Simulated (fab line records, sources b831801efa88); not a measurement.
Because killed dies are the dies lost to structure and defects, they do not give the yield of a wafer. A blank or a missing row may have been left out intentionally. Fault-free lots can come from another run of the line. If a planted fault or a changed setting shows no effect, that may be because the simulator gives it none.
8D (eight disciplines) problem report, filled in by code | flow gf180mcu | the parts of the form that need people (team, actions taken, sign-off) are left out

1. PROBLEM STATEMENT
At GF_LVPWELL_STRIP_10, stripTimeToEndpointS averages 45.03 s over 6 wafers from 2 lots, while fault-free wafers read 37.00 s, standard deviation 0.099. Relative to the usual mean, that is a shift of +81 standard deviations.
The step: strips in O2/N2.
The first sign was on wafer L531.1 at day 6 11:24, on plasmaAsher-02. Wafers with a number at this step in the record: 36, from 12 lots. By rule, "out" or "out of limits" means more than 4 standard deviations away from the usual mean. The rest of the wafers with a number are treated as sound.

2. WHAT IT IS, WHAT IT ISN'T
question                    | is                             | is not
which readings at this step | stripTimeToEndpointS           | drypumpMotorCurrentA, heaterPowerW
which lots                  | L531, L533                     | L522, L523, L525, L526, L527, L529, L537, L539, L542, L543
which wafers of those lots  | all that have a number         | -
read on which tools         | plasmaAsher-02, plasmaAsher-04 | plasmaAsher-03
when                        | from day 6 11:24               | up to then (18 sound wafers); but 12 sound wafers of L537, L539, L542, L543 came after

3. SUSPECTS, AND WHAT RULES EACH OUT
Counting: a tool at any process step up to the reading remains a suspect when it ran all the lots that are out and ran no sound lot after the first of those.
- lithoTrack-02 at GF_LVPWELL_COAT_02 (resist thk 3000 nm): kept. It ran every lot that is out, first L531 (day 6 03:28), and no sound lot after that; its last sound lot up to then is L525 (day 4 19:25).
After counting, what remains is lithoTrack-02 at GF_LVPWELL_COAT_02.

4. THE CAUSE (what the simulator had put in)
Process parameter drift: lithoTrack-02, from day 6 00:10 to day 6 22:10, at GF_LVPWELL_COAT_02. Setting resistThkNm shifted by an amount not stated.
The count eliminated every tool but this one.

5. SEQUENCE OF EFFECTS, ordered by route
Rows list readings where the struck wafers' mean (over those with a number) sits beyond 3 standard deviations from the usual. Only readings whose record carries a usual standard deviation are examined. hours: median over the lots of the time between each lot's start at the first step of this table that gives one and its start at this step. sigmas: the change, counted in usual standard deviations.
hours | step                | reading              | usual   | on struck wafers | change | sigmas
0     | GF_LVPWELL_STRIP_10 | stripTimeToEndpointS | 37.00 s | 45.03            | +8.03  | +81
Its process steps:
- GF_LVPWELL_STRIP_10: strips in O2/N2.
At these later measuring or inspecting steps, every struck wafer for which the step has a row has a number for every such reading, and none has moved that far: GF_POLY_GATE_THK_MEAS_17.

6. HOW IT WOULD HAVE BEEN CAUGHT EARLIER
11 hours passed between the start of the fault at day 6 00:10 and the first reading out of limits in this record, taken at day 6 11:24.
An alarm limit of 4 standard deviations would not have fired on the tool readings at GF_LVPWELL_COAT_02 for which the record gives a usual standard deviation, since none of them was out on any struck wafer.
All the lots that are out (2) had begun GF_LVPWELL_COAT_02 on lithoTrack-02 by day 6 11:24. None of them would have been spared by holding the tool at that moment.
